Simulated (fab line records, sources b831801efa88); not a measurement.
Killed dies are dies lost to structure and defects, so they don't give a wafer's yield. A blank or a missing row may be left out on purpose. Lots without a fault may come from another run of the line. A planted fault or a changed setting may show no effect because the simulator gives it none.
A struck lot beside a sound one | flow sky130 | 42 steps out of a route of 708
Sound: wafers L485.1, L485.4, L485.5. Struck: wafer L492.5. (L492.1, L492.4 of the same lot were not struck and are left out.) The cause comes at the end.
At each step with rows: each side's tool, then ch and its chambers, then its first start. Under that, the readings that differ: sound wafers | struck wafers | difference of the means | sigmas: that difference in standard deviations of wafers without a fault.
alike: readings whose means differ by less than 2 such deviations, and words and numbers that are the same on both sides. not compared: withheld readings, readings that some wafer has no value for, bounds like >300 that may hide the same value, and numbers for which the record gives no deviation and whose values overlap.
The two part at a step that has a row with sigmas, a row that says differs or no value, or rows on one side only. Numbers that don't overlap but have no deviation are shown without sigmas and don't part them. A reading that every wafer of one side lacks parts them only if that side has two wafers or more.

first, 1 step without rows for these wafers: SKY_NWELL_IMPLANT_13.
SKY_NWELL_STRIP_14: strips in O2/N2.
  sound on plasma_asher-01 ch 1, day 6 08:22; struck on plasma_asher-03 ch 0, day 7 22:04
  alike: drypump_motor_current_A, oes_product_au, strip_time_to_endpoint_s
  not compared: rf_hours_counter_h
SKY_NWELL_TW_MEAS_15:
  sound on film_metro-02, day 6 08:28; struck on film_metro-03, day 7 22:10
  alike: NWELL_TW
then, 7 steps without rows for these wafers: SKY_NWELL_DEHYDRATE_16 (time 60 s); SKY_NWELL_HMDS_17 (prime time 60 s); SKY_NWELL_COAT_18 (resist thk 3000 nm); SKY_NWELL_SOFTBAKE_19; SKY_NWELL_EXPOSE_20 (exposes mask NWM COMPLEMENT, target cd 840 nm); SKY_NWELL_PEB_21; SKY_NWELL_DEVELOP_22 (develop time 60 s).
SKY_NWELL_OVL_MEAS_23:
  sound on overlay-02, day 7 03:30; struck on overlay-01, day 8 16:39
  alike: NWELL_01_OVL
then, 1 step without rows for these wafers: SKY_NWELL_IMPLANT_24.
SKY_NWELL_STRIP_25: strips in O2/N2.
  sound on plasma_asher-01 ch 1, day 7 03:41; struck on plasma_asher-01 ch 0, day 8 16:50
  reading                     | sound       | struck | difference | sigmas
  drypump_motor_current_A (A) | 6.2 6.2 6.2 | 5.3    | -0.9       | -2
  alike: oes_product_au, strip_time_to_endpoint_s
  not compared: rf_hours_counter_h
SKY_NWELL_TW_MEAS_26:
  sound on film_metro-02, day 7 03:47; struck on film_metro-02, day 8 16:56
  alike: NWELL_2_TW
then, 1 step without rows for these wafers: SKY_NWELL_CLEAN_27 (cleans in SC1/SC2, time 150 s).
SKY_NWELL_RTA_28: time 30 s.
  sound on rtp_anneal-02 ch 0, day 7 03:54; struck on rtp_anneal-02 ch 0, day 8 17:03
  alike: lamp_power_pct, wafer_temp_C_max
SKY_NWELL_RS_MEAS_29: measures by four-point-probe.
  sound on film_metro-04, day 7 04:00; struck on film_metro-04, day 8 17:09
  alike: NWELL_RS
SKY_NWELL_RS_MEAS_31: measures by four-point-probe.
  sound on film_metro-04, day 7 04:14; struck on film_metro-04, day 8 17:23
  reading          | sound          | struck | difference | sigmas
  PWDE_RS (ohm/sq) | 5290 5301 5305 | 5252   | -47        | -3
then, 7 steps without rows for these wafers: SKY_VT_ADJUST_HVTP_DEHYDRATE_00 (time 60 s); SKY_VT_ADJUST_HVTP_HMDS_01 (prime time 60 s); SKY_VT_ADJUST_HVTP_COAT_02 (resist thk 1140 nm); SKY_VT_ADJUST_HVTP_SOFTBAKE_03 (time 60 s); SKY_VT_ADJUST_HVTP_EXPOSE_04 (exposes mask HVTPM, target cd 380 nm); SKY_VT_ADJUST_HVTP_PEB_05; SKY_VT_ADJUST_HVTP_DEVELOP_06 (develop time 60 s).
SKY_VT_ADJUST_HVTP_CD_MEAS_07: target cd 380 nm.
  sound on cd_sem-01, day 7 23:00; struck on cd_sem-02, day 9 14:39
  alike: cd_nm
SKY_VT_ADJUST_HVTP_OVL_MEAS_08:
  sound on overlay-01, day 7 23:07; struck on overlay-01, day 9 14:46
  alike: VT_ADJUST_HVTP_OVL
then, 1 step without rows for these wafers: SKY_VT_ADJUST_HVTP_IMPLANT_09.
SKY_VT_ADJUST_HVTP_STRIP_10: strips in O2/N2.
  sound on plasma_asher-01 ch 0,1, day 7 23:18; struck on plasma_asher-02 ch 1, day 9 14:58
  alike: drypump_motor_current_A, oes_product_au, strip_time_to_endpoint_s
  not compared: rf_hours_counter_h
SKY_VT_ADJUST_HVTP_TW_MEAS_11:
  sound on film_metro-01, day 7 23:24; struck on film_metro-03, day 9 15:04
  reading           | sound          | struck | difference | sigmas
  VT_ADJUST_HVTP_TW | 1385 1372 1375 | 1350   | -27        | -2
then, 7 steps without rows for these wafers: SKY_VT_ADJUST_LVTN_DEHYDRATE_00 (time 60 s); SKY_VT_ADJUST_LVTN_HMDS_01 (prime time 60 s); SKY_VT_ADJUST_LVTN_COAT_02 (resist thk 3000 nm); SKY_VT_ADJUST_LVTN_SOFTBAKE_03; SKY_VT_ADJUST_LVTN_EXPOSE_04 (exposes mask NWM COMPLEMENT LESS NATIVE, target cd 840 nm); SKY_VT_ADJUST_LVTN_PEB_05; SKY_VT_ADJUST_LVTN_DEVELOP_06 (develop time 60 s).
SKY_VT_ADJUST_LVTN_OVL_MEAS_07:
  sound on overlay-02, day 8 18:29; struck on overlay-01, day 10 13:09
  alike: VT_ADJUST_LVTN_OVL
then, 1 step without rows for these wafers: SKY_VT_ADJUST_LVTN_IMPLANT_08.
SKY_VT_ADJUST_LVTN_STRIP_09: strips in O2/N2.
  sound on plasma_asher-02 ch 0,1, day 8 18:40; struck on plasma_asher-04 ch 0, day 10 13:20
  alike: drypump_motor_current_A, oes_product_au, strip_time_to_endpoint_s
  not compared: rf_hours_counter_h
SKY_VT_ADJUST_LVTN_TW_MEAS_10:
  sound on film_metro-04, day 8 18:46; struck on film_metro-01, day 10 13:26
  alike: VT_ADJUST_LVTN_TW
-- the record jumps here: 38 days lie between the struck wafers' starts before and after (it left off in module VT_ADJUST_LVTN and takes up again in module PAD_OPEN, whose first step shown is number 708 of the route) --
SKY_PAD_OPEN_PROBE_99:
  sound on prober-01, day 47 11:42; struck on prober-02, day 48 23:49
  reading             | sound     | struck | difference | sigmas
  killed_at_front_end | 10 27 16  | 50     | +32        | +8
  killed_dies         | 65 101 78 | 119    | +38        | +4
  alike: killed_at_M0_to_M3, killed_at_M4_up, killed_at_contacts, killed_at_other, killed_open, killed_short

WHERE THEY PART
First at SKY_NWELL_STRIP_25; last, within this record, at SKY_PAD_OPEN_PROBE_99.

WHY: what the simulator had put in
Chamber particle source: plasma_asher-01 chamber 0, from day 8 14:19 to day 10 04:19, at SKY_NWELL_STRIP_25. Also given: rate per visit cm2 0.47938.
